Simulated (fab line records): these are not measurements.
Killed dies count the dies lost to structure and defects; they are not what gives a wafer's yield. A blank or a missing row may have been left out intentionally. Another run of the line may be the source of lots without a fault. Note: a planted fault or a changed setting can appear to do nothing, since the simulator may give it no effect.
fab line records + flow sky130
record:
- lots: 13
- wafers: 39
- last-day: 50
route steps=708 shown NWELL@76 VT_ADJUST_HVTP@96 VT_ADJUST_LVTN@104 VT_ADJUST_NCORE@128 PAD_OPEN@708
lots that met no fault: from a run of the same line without faults
start-h: start of the lot's first displayed wafer, in hours after the record's first day + wait-h: time in hours since the lot's previous step + " repeats the value in the row above + L1.1+2: a single row standing in for several wafers + - no value, or no start was given + * or withheld: withheld + < > ~ a bound
route shown NAME@n: NAME is a module with steps in the file, n the number in the route of the first one + usual: average and standard deviation across the fault-free wafers + same: alike in all rows + chamber/n: place in a boat + sites: readings site by site + _std_site: the standard deviation of these + _edge_site: outer sites' mean less inner sites' + radius-mm: how far each site lies from the wafer's centre + mask NAME#n: copy n + behind: tool/chamber where the wafer was last shaped + hold: reason for holding the lot/hours on hold/outcome of the hold + device: the transistor (n, p or np) that didn't switch + end of line: tests run on the same wafers once the route is complete + a step given without rows: its recipe and nothing more + killed: count of dies lost to structure and defects at first sort (not the wafer's yield) + map: dies across one wafer; x = killed, . = not, _ = none there
set.NAME: setting as actually run; set.NAME@STEP: the setting as run at that earlier step + model.NAME: the simulator's own value behind a step, which no gauge read
a sample of lots followed through the steps of the route, with each step as a table and each wafer as a row
services: a tool's chamber out of use, with start hour (start-h, from the record's first day; less than 0 if before it), hours out, and reason
== steps ==
step: SKY_NWELL_OVL_MEAS_23
usual:
- NWELL_01_OVL: 0.2/1.1
| lot.wafer | tool       | chamber | start-h | wait-h | NWELL_01_OVL[nm] |
|-----------|------------|---------|---------|--------|------------------|
| L194.1    | overlay-02 | -       | 104.87  | -      | -0.3             |
| L194.2    | "          | -       | "       | "      | 2.0              |
| L194.5    | "          | -       | "       | "      | 0.2              |
| L195.1    | overlay-01 | -       | 110.07  | -      | 0.4              |
| L195.2    | "          | -       | "       | "      | -0.6             |
| L195.4    | "          | -       | "       | "      | 0.5              |
| L197.1    | overlay-02 | -       | 124.12  | -      | 0.9              |
| L197.4    | "          | -       | "       | "      | 1.2              |
| L197.5    | "          | -       | "       | "      | 1.2              |
| L198.2    | overlay-02 | -       | 128.00  | -      | 0.0              |
| L198.3    | "          | -       | "       | "      | 1.6              |
| L198.5    | "          | -       | "       | "      | 1.0              |
| L200.1    | overlay-01 | -       | 141.42  | -      | 0.0              |
| L200.2    | "          | -       | "       | "      | -0.4             |
| L200.4    | "          | -       | "       | "      | 0.3              |
| L201.4    | overlay-01 | -       | 148.23  | -      | 0.5              |
| L201.5    | "          | -       | "       | "      | 0.9              |
| L201.6    | "          | -       | "       | "      | 1.7              |
| L202.1    | overlay-01 | -       | 149.99  | -      | 1.2              |
| L202.2    | "          | -       | "       | "      | -1.2             |
| L202.6    | "          | -       | "       | "      | 1.1              |
| L203.2    | overlay-02 | -       | 155.02  | -      | 2.4              |
| L203.3    | "          | -       | "       | "      | -1.0             |
| L203.5    | "          | -       | "       | "      | 0.3              |
| L205.3    | overlay-01 | -       | 170.10  | -      | 0.1              |
| L205.4    | "          | -       | "       | "      | -1.3             |
| L205.6    | "          | -       | "       | "      | -1.4             |
| L206.1    | overlay-02 | -       | 174.07  | -      | 1.3              |
| L206.4    | "          | -       | "       | "      | 1.8              |
| L206.5    | "          | -       | "       | "      | 0.1              |
| L208.1    | overlay-02 | -       | 189.22  | -      | -0.7             |
| L208.3    | "          | -       | "       | "      | -1.9             |
| L208.4    | "          | -       | "       | "      | -1.2             |
| L213.1    | overlay-01 | -       | 218.97  | -      | -1.0             |
| L213.2    | "          | -       | "       | "      | 0.6              |
| L213.4    | "          | -       | "       | "      | 0.1              |
| L215.2    | overlay-02 | -       | 235.03  | -      | -0.9             |
| L215.3    | "          | -       | "       | "      | -0.4             |
| L215.4    | "          | -       | "       | "      | 0.7              |
step: SKY_VT_ADJUST_HVTP_TW_MEAS_11
usual:
- VT_ADJUST_HVTP_TW: 1356/22
| lot.wafer | tool          | chamber | start-h | wait-h | VT_ADJUST_HVTP_TW |
|-----------|---------------|---------|---------|--------|-------------------|
| L194.1    | film-metro-01 | -       | 123.78  | 0.1    | 1346              |
| L194.2    | "             | -       | "       | "      | 1350              |
| L194.5    | "             | -       | "       | "      | 1355              |
| L195.1    | film-metro-01 | -       | 129.74  | 0.1    | 1351              |
| L195.2    | "             | -       | "       | "      | 1347              |
| L195.4    | "             | -       | "       | "      | 1355              |
| L197.1    | film-metro-02 | -       | 144.28  | 0.1    | 1330              |
| L197.4    | "             | -       | "       | "      | 1328              |
| L197.5    | "             | -       | "       | "      | 1334              |
| L198.2    | film-metro-04 | -       | 148.98  | 0.1    | 1381              |
| L198.3    | "             | -       | "       | "      | 1375              |
| L198.5    | "             | -       | "       | "      | 1380              |
| L200.1    | film-metro-02 | -       | 161.72  | 0.1    | 1339              |
| L200.2    | "             | -       | "       | "      | 1337              |
| L200.4    | "             | -       | "       | "      | 1341              |
| L201.4    | film-metro-04 | -       | 168.98  | 0.1    | 1385              |
| L201.5    | "             | -       | "       | "      | 1377              |
| L201.6    | "             | -       | "       | "      | 1374              |
| L202.1    | film-metro-04 | -       | 170.63  | 0.1    | 1377              |
| L202.2    | "             | -       | "       | "      | 1381              |
| L202.6    | "             | -       | "       | "      | 1385              |
| L203.2    | film-metro-01 | -       | 176.39  | 0.1    | 1356              |
| L203.3    | "             | -       | "       | "      | 1348              |
| L203.5    | "             | -       | "       | "      | 1345              |
| L205.3    | film-metro-02 | -       | 192.66  | 0.1    | 1332              |
| L205.4    | "             | -       | "       | "      | 1333              |
| L205.6    | "             | -       | "       | "      | 1327              |
| L206.1    | film-metro-04 | -       | 195.49  | 0.1    | 1374              |
| L206.4    | "             | -       | "       | "      | 1372              |
| L206.5    | "             | -       | "       | "      | 1374              |
| L208.1    | film-metro-04 | -       | 212.28  | 0.1    | 1377              |
| L208.3    | "             | -       | "       | "      | 1374              |
| L208.4    | "             | -       | "       | "      | 1374              |
| L213.1    | film-metro-04 | -       | 242.97  | 0.1    | 1377              |
| L213.2    | "             | -       | "       | "      | 1384              |
| L213.4    | "             | -       | "       | "      | 1381              |
| L215.2    | film-metro-04 | -       | 259.83  | 0.1    | 1383              |
| L215.3    | "             | -       | "       | "      | 1387              |
| L215.4    | "             | -       | "       | "      | 1385              |
step: SKY_VT_ADJUST_LVTN_OVL_MEAS_07
usual:
- VT_ADJUST_LVTN_OVL: 1.8/1.7
| lot.wafer | tool       | chamber | start-h | wait-h | VT_ADJUST_LVTN_OVL[nm] |
|-----------|------------|---------|---------|--------|------------------------|
| L194.1    | overlay-02 | -       | 142.67  | -      | 2.1                    |
| L194.2    | "          | -       | "       | "      | 3.6                    |
| L194.5    | "          | -       | "       | "      | 3.3                    |
| L195.1    | overlay-02 | -       | 149.52  | -      | -2.7                   |
| L195.2    | "          | -       | "       | "      | -0.1                   |
| L195.4    | "          | -       | "       | "      | 1.5                    |
| L197.1    | overlay-01 | -       | 163.63  | -      | 4.1                    |
| L197.4    | "          | -       | "       | "      | 3.7                    |
| L197.5    | "          | -       | "       | "      | 3.4                    |
| L198.2    | overlay-01 | -       | 168.87  | -      | 4.7                    |
| L198.3    | "          | -       | "       | "      | 3.1                    |
| L198.5    | "          | -       | "       | "      | 3.7                    |
| L200.1    | overlay-01 | -       | 182.44  | -      | 0.5                    |
| L200.2    | "          | -       | "       | "      | 2.6                    |
| L200.4    | "          | -       | "       | "      | 1.4                    |
| L201.4    | overlay-02 | -       | 189.61  | -      | 4.1                    |
| L201.5    | "          | -       | "       | "      | 5.5                    |
| L201.6    | "          | -       | "       | "      | 2.7                    |
| L202.1    | overlay-02 | -       | 191.93  | -      | 1.6                    |
| L202.2    | "          | -       | "       | "      | 1.0                    |
| L202.6    | "          | -       | "       | "      | 1.7                    |
| L203.2    | overlay-02 | -       | 197.17  | -      | 0.7                    |
| L203.3    | "          | -       | "       | "      | 2.1                    |
| L203.5    | "          | -       | "       | "      | 0.8                    |
| L205.3    | overlay-02 | -       | 215.03  | -      | 2.6                    |
| L205.4    | "          | -       | "       | "      | 2.9                    |
| L205.6    | "          | -       | "       | "      | 3.2                    |
| L206.1    | overlay-01 | -       | 217.58  | -      | 1.0                    |
| L206.4    | "          | -       | "       | "      | -0.2                   |
| L206.5    | "          | -       | "       | "      | -1.6                   |
| L208.1    | overlay-02 | -       | 234.63  | -      | 0.0                    |
| L208.3    | "          | -       | "       | "      | 1.3                    |
| L208.4    | "          | -       | "       | "      | 1.0                    |
| L213.1    | overlay-02 | -       | 266.41  | -      | 3.2                    |
| L213.2    | "          | -       | "       | "      | 0.6                    |
| L213.4    | "          | -       | "       | "      | -0.1                   |
| L215.2    | overlay-01 | -       | 283.45  | -      | -0.8                   |
| L215.3    | "          | -       | "       | "      | -0.5                   |
| L215.4    | "          | -       | "       | "      | 1.4                    |
step: SKY_VT_ADJUST_NCORE_IMPLANT_09
recipe:
- species: B
- energy-kev: 10
- dose-cm2: 2.4e+12
- tilt-deg: withheld
usual:
- beam-energy-keV: 10.000/0.0033
- beam-on-s: 9.99/0.22
| lot.wafer | tool         | chamber | start-h | wait-h | beam-energy-keV | beam-on-s |
|-----------|--------------|---------|---------|--------|-----------------|-----------|
| L194.1    | implanter-04 | 0       | 182.73  | 0.0    | 10.005          | 10.13     |
| L194.2    | "            | 0       | "       | "      | 10.009          | 9.57      |
| L194.5    | "            | 0       | "       | "      | 10.006          | 9.73      |
| L195.1    | implanter-03 | 0       | 190.78  | 0.0    | 9.999           | 10.01     |
| L195.2    | "            | 0       | "       | "      | 10.001          | 9.92      |
| L195.4    | "            | 0       | "       | "      | 10.001          | 9.66      |
| L197.1    | implanter-03 | 0       | 205.60  | 0.0    | 10.001          | 9.98      |
| L197.4    | "            | 0       | "       | "      | 9.996           | 9.86      |
| L197.5    | "            | 0       | "       | "      | 9.998           | 9.98      |
| L198.2    | implanter-03 | 0       | 212.74  | 0.1    | 9.997           | 10.21     |
| L198.3    | "            | 0       | "       | "      | 9.997           | 9.86      |
| L198.5    | "            | 0       | "       | "      | 9.997           | 9.96      |
| L200.1    | implanter-03 | 0       | 226.65  | 0.0    | 10.000          | 9.63      |
| L200.2    | "            | 0       | "       | "      | 10.004          | 9.76      |
| L200.4    | "            | 0       | "       | "      | 10.003          | 10.11     |
| L201.4    | implanter-01 | 0       | 233.11  | 0.1    | 9.998           | 9.96      |
| L201.5    | "            | 0       | "       | "      | 9.994           | 10.18     |
| L201.6    | "            | 0       | "       | "      | 9.999           | 10.00     |
| L202.1    | implanter-01 | 0       | 236.19  | 0.0    | 9.997           | 10.17     |
| L202.2    | "            | 0       | "       | "      | 10.001          | 9.93      |
| L202.6    | "            | 0       | "       | "      | 10.002          | 9.98      |
| L203.2    | implanter-04 | 0       | 241.71  | 0.0    | 10.004          | 9.82      |
| L203.3    | "            | 0       | "       | "      | 10.005          | 10.39     |
| L203.5    | "            | 0       | "       | "      | 10.004          | 9.64      |
| L205.3    | implanter-04 | 0       | 261.20  | 0.1    | 10.000          | 9.97      |
| L205.4    | "            | 0       | "       | "      | 10.003          | 10.07     |
| L205.6    | "            | 0       | "       | "      | 10.005          | 10.04     |
| L206.1    | implanter-04 | 0       | 264.28  | 0.0    | 10.002          | 10.35     |
| L206.4    | "            | 0       | "       | "      | 9.999           | 10.06     |
| L206.5    | "            | 0       | "       | "      | 9.999           | 10.00     |
| L208.1    | implanter-03 | 0       | 283.04  | 0.0    | 9.998           | 10.09     |
| L208.3    | "            | 0       | "       | "      | 9.997           | 10.30     |
| L208.4    | "            | 0       | "       | "      | 9.997           | 10.21     |
| L213.1    | implanter-04 | 0       | 316.13  | 0.0    | 12.304          | 9.84      |
| L213.2    | "            | 0       | "       | "      | 12.298          | 10.14     |
| L213.4    | "            | 0       | "       | "      | 12.300          | 9.54      |
| L215.2    | implanter-04 | 0       | 334.47  | 0.0    | 12.303          | 10.12     |
| L215.3    | "            | 0       | "       | "      | 12.303          | 9.99      |
| L215.4    | "            | 0       | "       | "      | 12.306          | 9.67      |
step: SKY_VT_ADJUST_NCORE_TW_MEAS_11
usual:
- VT_ADJUST_NCORE_TW: 219.9/2.3
| lot.wafer | tool          | chamber | start-h | wait-h | VT_ADJUST_NCORE_TW |
|-----------|---------------|---------|---------|--------|--------------------|
| L194.1    | film-metro-01 | -       | 182.98  | 0.1    | 219.0              |
| L194.2    | "             | -       | "       | "      | 218.7              |
| L194.5    | "             | -       | "       | "      | 219.3              |
| L195.1    | film-metro-04 | -       | 191.03  | 0.1    | 224.3              |
| L195.2    | "             | -       | "       | "      | 222.7              |
| L195.4    | "             | -       | "       | "      | 223.5              |
| L197.1    | film-metro-04 | -       | 205.85  | 0.1    | 222.3              |
| L197.4    | "             | -       | "       | "      | 222.9              |
| L197.5    | "             | -       | "       | "      | 221.3              |
| L198.2    | film-metro-03 | -       | 212.97  | 0.1    | 217.7              |
| L198.3    | "             | -       | "       | "      | 217.4              |
| L198.5    | "             | -       | "       | "      | 217.8              |
| L200.1    | film-metro-01 | -       | 226.90  | 0.1    | 219.4              |
| L200.2    | "             | -       | "       | "      | 218.1              |
| L200.4    | "             | -       | "       | "      | 219.1              |
| L201.4    | film-metro-04 | -       | 233.31  | 0.1    | 224.4              |
| L201.5    | "             | -       | "       | "      | 225.2              |
| L201.6    | "             | -       | "       | "      | 223.1              |
| L202.1    | film-metro-04 | -       | 236.44  | 0.1    | 223.5              |
| L202.2    | "             | -       | "       | "      | 223.7              |
| L202.6    | "             | -       | "       | "      | 222.5              |
| L203.2    | film-metro-01 | -       | 241.94  | 0.1    | 218.7              |
| L203.3    | "             | -       | "       | "      | 219.3              |
| L203.5    | "             | -       | "       | "      | 218.4              |
| L205.3    | film-metro-01 | -       | 261.42  | 0.1    | 217.8              |
| L205.4    | "             | -       | "       | "      | 219.2              |
| L205.6    | "             | -       | "       | "      | 218.9              |
| L206.1    | film-metro-03 | -       | 264.53  | 0.1    | 218.7              |
| L206.4    | "             | -       | "       | "      | 218.8              |
| L206.5    | "             | -       | "       | "      | 219.0              |
| L208.1    | film-metro-03 | -       | 283.29  | 0.1    | 218.4              |
| L208.3    | "             | -       | "       | "      | 218.5              |
| L208.4    | "             | -       | "       | "      | 217.5              |
| L213.1    | film-metro-03 | -       | 316.38  | 0.1    | 229.9              |
| L213.2    | "             | -       | "       | "      | 229.1              |
| L213.4    | "             | -       | "       | "      | 227.8              |
| L215.2    | film-metro-01 | -       | 334.71  | 0.1    | 228.3              |
| L215.3    | "             | -       | "       | "      | 228.5              |
| L215.4    | "             | -       | "       | "      | 227.9              |
step: SKY_PAD_OPEN_PROBE_99
usual:
- killed_at_M0_to_M3: 43/7.3
- killed_at_M4_up: 3.1/1.7
- killed-at-contacts: 25/5.3
- killed-at-front-end: 14/4.1
- killed-at-other: 0.3/0.56
- killed-dies: 85/9.4
- killed-open: 46/7.4
- killed-short: 38/5.8
same:
- gross-dies: 492
- killed-at-back-side: 0
| lot.wafer | tool      | chamber | start-h | wait-h | killed_at_M0_to_M3 | killed_at_M4_up | killed-at-contacts | killed-at-front-end | killed-at-other | killed-dies | killed-open | killed-short |
|-----------|-----------|---------|---------|--------|--------------------|-----------------|--------------------|---------------------|-----------------|-------------|-------------|--------------|
| L195.1    | prober-02 | -       | 1083.85 | 0.1    | 44                 | 3               | 34                 | 15                  | 0               | 96          | 54          | 42           |
| L195.2    | prober-02 | -       | 1083.90 | 0.1    | 35                 | 5               | 18                 | 12                  | 0               | 70          | 35          | 35           |
| L195.4    | prober-02 | -       | 1084.00 | 0.2    | 63                 | 3               | 25                 | 12                  | 0               | 103         | 62          | 41           |
| L198.2    | prober-02 | -       | 1102.21 | 0.1    | 35                 | 3               | 30                 | 14                  | 2               | 84          | 44          | 38           |
| L198.3    | prober-02 | -       | 1102.26 | 0.2    | 33                 | 2               | 37                 | 19                  | 1               | 92          | 48          | 44           |
| L198.5    | prober-02 | -       | 1102.36 | 0.2    | 47                 | 1               | 28                 | 15                  | 1               | 92          | 48          | 42           |
| L197.1    | prober-01 | -       | 1102.51 | 0.1    | 51                 | 3               | 24                 | 14                  | 0               | 92          | 52          | 40           |
| L197.4    | prober-01 | -       | 1102.66 | 0.2    | 57                 | 3               | 17                 | 18                  | 1               | 96          | 58          | 38           |
| L197.5    | prober-01 | -       | 1102.71 | 0.2    | 58                 | 4               | 23                 | 19                  | 0               | 104         | 53          | 51           |
| L203.2    | prober-02 | -       | 1131.09 | 0.1    | 52                 | 0               | 25                 | 15                  | 1               | 93          | 43          | 50           |
| L203.3    | prober-02 | -       | 1131.14 | 0.2    | 42                 | 2               | 30                 | 18                  | 1               | 93          | 59          | 34           |
| L203.5    | prober-02 | -       | 1131.24 | 0.2    | 47                 | 3               | 19                 | 16                  | 1               | 86          | 46          | 40           |
| L205.3    | prober-02 | -       | 1145.30 | 0.2    | 29                 | 3               | 21                 | 11                  | 0               | 64          | 29          | 35           |
| L205.4    | prober-02 | -       | 1145.35 | 0.2    | 48                 | 6               | 17                 | 12                  | 0               | 83          | 38          | 44           |
| L205.6    | prober-02 | -       | 1145.45 | 0.2    | 39                 | 3               | 18                 | 17                  | 0               | 77          | 36          | 40           |
| L206.1    | prober-01 | -       | 1147.45 | 0.1    | 39                 | 1               | 29                 | 9                   | 1               | 79          | 49          | 30           |
| L206.4    | prober-01 | -       | 1147.60 | 0.2    | 37                 | 5               | 17                 | 12                  | 0               | 71          | 33          | 38           |
| L206.5    | prober-01 | -       | 1147.65 | 0.2    | 45                 | 1               | 24                 | 15                  | 0               | 85          | 56          | 29           |
| L208.1    | prober-01 | -       | 1161.66 | 0.1    | 46                 | 1               | 21                 | 16                  | 0               | 84          | 46          | 38           |
| L208.3    | prober-01 | -       | 1161.76 | 0.2    | 41                 | 2               | 22                 | 16                  | 0               | 81          | 44          | 37           |
| L208.4    | prober-01 | -       | 1161.81 | 0.2    | 43                 | 2               | 23                 | 15                  | 1               | 84          | 52          | 32           |
| L213.1    | prober-02 | -       | 1181.48 | 0.1    | 42                 | 4               | 33                 | 9                   | 0               | 88          | 51          | 37           |
| L213.2    | prober-02 | -       | 1181.53 | 0.1    | 42                 | 1               | 22                 | 18                  | 0               | 83          | 46          | 37           |
| L213.4    | prober-02 | -       | 1181.63 | 0.2    | 40                 | 5               | 25                 | 24                  | 0               | 94          | 57          | 37           |
killed by level:class
L195.1 CONTACT:geometric-particle:open=15 VIA1:geometric-particle:open=9 VIA3:geometric-particle:open=9 VIA2:geometric-particle:open=8 CONTACT:geometric-particle:short=7 METAL3:geometric-particle:short=5 METAL2:geometric-particle:short=5 FIELD_ISO:geometric-particle:open=4
L195.2 VIA1:geometric-particle:open=8 FIELD_ISO:geometric-particle:short=5 CONTACT:geometric-particle:open=5 LI_CONTACT:geometric-particle:open=4 LOCAL_INTERCONNECT:geometric-particle:short=4 VIA1:geometric-particle:short=4 METAL2:geometric-particle:short=4 VIA2:geometric-particle:open=4
L195.4 VIA1:geometric-particle:open=11 LI_CONTACT:geometric-particle:open=11 VIA3:geometric-particle:open=11 VIA2:geometric-particle:open=11 CONTACT:geometric-particle:open=8 VIA1:geometric-particle:short=6 METAL1:geometric-particle:short=6 VIA2:geometric-particle:short=6
L198.2 LI_CONTACT:geometric-particle:open=12 CONTACT:geometric-particle:open=7 METAL1:geometric-particle:short=7 VIA1:geometric-particle:open=6 VIA2:geometric-particle:open=6 LI_CONTACT:geometric-particle:short=5 CONTACT:geometric-particle:short=5 POLY_GATE:geometric-particle:short=4
L198.3 CONTACT:geometric-particle:open=13 LI_CONTACT:geometric-particle:open=7 VIA3:geometric-particle:short=7 FIELD_ISO:geometric-particle:short=6 VIA1:geometric-particle:open=6 FIELD_ISO:geometric-particle:open=5 LOCAL_INTERCONNECT:geometric-particle:short=5 CONTACT:geometric-particle:short=5
L198.5 LI_CONTACT:geometric-particle:open=11 VIA1:geometric-particle:open=11 METAL2:geometric-particle:short=9 CONTACT:geometric-particle:open=8 METAL1:geometric-particle:short=5 VIA1:geometric-particle:short=5 VIA3:geometric-particle:open=5 FIELD_ISO:geometric-particle:open=4
L197.1 VIA1:geometric-particle:open=17 CONTACT:geometric-particle:open=11 VIA1:geometric-particle:short=8 FIELD_ISO:geometric-particle:short=5 LI_CONTACT:geometric-particle:open=5 CONTACT:geometric-particle:short=5 VIA2:geometric-particle:open=5 VIA3:geometric-particle:open=5
L197.4 VIA1:geometric-particle:open=14 VIA3:geometric-particle:open=10 METAL2:geometric-particle:short=9 FIELD_ISO:geometric-particle:short=7 CONTACT:geometric-particle:open=7 LI_CONTACT:geometric-particle:open=7 VIA2:geometric-particle:open=6 METAL3:geometric-particle:short=4
L197.5 VIA2:geometric-particle:open=11 CONTACT:geometric-particle:open=9 METAL1:geometric-particle:short=9 VIA1:geometric-particle:open=7 LI_CONTACT:geometric-particle:open=7 VIA3:geometric-particle:open=7 FIELD_ISO:geometric-particle:open=6 VIA1:geometric-particle:short=6
L203.2 METAL1:geometric-particle:short=12 CONTACT:geometric-particle:open=10 VIA2:geometric-particle:open=8 VIA3:geometric-particle:open=8 FIELD_ISO:geometric-particle:short=5 METAL3:geometric-particle:short=5 LI_CONTACT:geometric-particle:open=5 LOCAL_INTERCONNECT:geometric-particle:short=5
L203.3 CONTACT:geometric-particle:open=12 VIA1:geometric-particle:open=11 LI_CONTACT:geometric-particle:open=10 POLY_GATE:geometric-particle:open=6 VIA3:geometric-particle:short=6 VIA2:geometric-particle:open=5 FIELD_ISO:geometric-particle:open=4 METAL1:geometric-particle:short=4
L203.5 VIA1:geometric-particle:open=11 METAL1:geometric-particle:short=9 VIA2:geometric-particle:open=9 LI_CONTACT:geometric-particle:open=7 VIA3:geometric-particle:open=5 FIELD_ISO:geometric-particle:open=4 FIELD_ISO:geometric-particle:short=4 POLY_GATE:geometric-particle:short=4
L205.3 VIA1:geometric-particle:open=7 LI_CONTACT:geometric-particle:open=6 LOCAL_INTERCONNECT:geometric-particle:short=6 CONTACT:geometric-particle:open=5 VIA3:geometric-particle:open=4 FIELD_ISO:geometric-particle:short=3 CONTACT:geometric-particle:short=3 VIA2:geometric-particle:open=3
L205.4 CONTACT:geometric-particle:open=9 METAL1:geometric-particle:short=8 VIA1:geometric-particle:short=7 VIA1:geometric-particle:open=7 METAL4:geometric-particle:short=5 VIA3:geometric-particle:open=5 METAL2:geometric-particle:short=4 VIA3:geometric-particle:short=4
L205.6 METAL1:geometric-particle:short=9 VIA1:geometric-particle:open=8 CONTACT:geometric-particle:open=6 VIA1:geometric-particle:short=6 FIELD_ISO:geometric-particle:short=5 VIA2:geometric-particle:open=5 LOCAL_INTERCONNECT:geometric-particle:short=4 METAL2:geometric-particle:short=4
L206.1 VIA1:geometric-particle:open=14 LI_CONTACT:geometric-particle:open=9 CONTACT:geometric-particle:open=7 VIA3:geometric-particle:open=6 LI_CONTACT:geometric-particle:short=5 METAL2:geometric-particle:short=4 VIA2:geometric-particle:open=4 METAL1:geometric-particle:short=4
L206.4 CONTACT:geometric-particle:open=7 POLY_GATE:geometric-particle:short=6 VIA1:geometric-particle:open=6 VIA3:geometric-particle:short=6 LI_CONTACT:geometric-particle:open=5 METAL3:geometric-particle:short=5 VIA1:geometric-particle:short=5 VIA3:geometric-particle:open=4
L206.5 VIA1:geometric-particle:open=11 LI_CONTACT:geometric-particle:open=8 VIA3:geometric-particle:open=8 FIELD_ISO:geometric-particle:open=7 VIA2:geometric-particle:open=6 POLY_GATE:geometric-particle:open=5 LOCAL_INTERCONNECT:geometric-particle:short=5 VIA1:geometric-particle:short=5
L208.1 VIA1:geometric-particle:open=10 LI_CONTACT:geometric-particle:open=9 VIA3:geometric-particle:open=8 POLY_GATE:geometric-particle:open=7 METAL2:geometric-particle:short=7 VIA1:geometric-particle:short=6 METAL1:geometric-particle:short=5 POLY_GATE:geometric-particle:short=4
L208.3 VIA1:geometric-particle:open=12 LI_CONTACT:geometric-particle:open=8 CONTACT:geometric-particle:open=6 POLY_GATE:geometric-particle:short=5 VIA1:geometric-particle:short=5 VIA2:geometric-particle:open=5 METAL1:geometric-particle:short=4 POLY_GATE:geometric-particle:open=4
L208.4 VIA1:geometric-particle:open=13 LI_CONTACT:geometric-particle:open=8 CONTACT:geometric-particle:open=8 VIA2:geometric-particle:open=6 VIA1:geometric-particle:short=5 FIELD_ISO:geometric-particle:open=4 LOCAL_INTERCONNECT:geometric-particle:short=4 METAL1:geometric-particle:short=4
L213.1 VIA1:geometric-particle:open=13 CONTACT:geometric-particle:open=11 LI_CONTACT:geometric-particle:open=8 CONTACT:geometric-particle:short=7 VIA3:geometric-particle:open=6 METAL2:geometric-particle:short=5 LOCAL_INTERCONNECT:geometric-particle:short=4 VIA2:geometric-particle:open=4
L213.2 VIA1:geometric-particle:open=13 CONTACT:geometric-particle:open=11 METAL1:geometric-particle:short=7 POLY_GATE:geometric-particle:short=6 POLY_GATE:geometric-particle:open=6 VIA3:geometric-particle:open=5 CONTACT:geometric-particle:short=5 VIA2:geometric-particle:short=5
L213.4 CONTACT:geometric-particle:open=11 VIA1:geometric-particle:open=10 POLY_GATE:geometric-particle:open=8 VIA2:geometric-particle:open=7 VIA3:geometric-particle:open=7 POLY_GATE:geometric-particle:short=6 METAL1:geometric-particle:short=6 FIELD_ISO:geometric-particle:open=4
== services ==
| tool         | chamber | start-h | hours | kind   |
|--------------|---------|---------|-------|--------|
| implanter-04 | -       | 192.96  | 4.8   | pm     |
| implanter-01 | -       | 215.69  | 4.6   | pm     |
| implanter-04 | -       | 221.32  | 6.5   | pm     |
| implanter-03 | -       | 279.68  | 3.1   | pm     |
| implanter-03 | -       | 300.38  | 1.8   | repair |
== key ==
first-sign:
- step: SKY_VT_ADJUST_NCORE_IMPLANT_09
- reading: beam-energy-keV
- direction: up
- sigmas: 99+
- usual: *
- struck: *
effect:
- step: SKY_VT_ADJUST_NCORE_TW_MEAS_11
- reading: VT_ADJUST_NCORE_TW
- direction: up
- sigmas: 3.8
- usual: 219.9
- struck: 228.6
met-at SKY_VT_ADJUST_NCORE_IMPLANT_09
struck-lots L213,L215
tester-left-out L213,L215
not-acting-at SKY_NWELL_OVL_MEAS_23,SKY_VT_ADJUST_HVTP_TW_MEAS_11,SKY_VT_ADJUST_LVTN_OVL_MEAS_07
onset-between 264.28 316.13
fault:
- kind: process-parameter-drift
- tool: implanter-04
- chamber: -
- onset-h: 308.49
- steps: SKY_VT_ADJUST_NCORE_IMPLANT_09
- channel: energy-kev
- offset: *
- shape: step
- end-h: 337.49
- acts-in: *
- stated: *
tester-left-out: of these lots the tester's yield and bins aren't shown, on N5 and GAA mostly nor the transistor test; their killed dies are dies lost to structure and defects alone, not to doping, threshold or leakage, so they don't give the yield
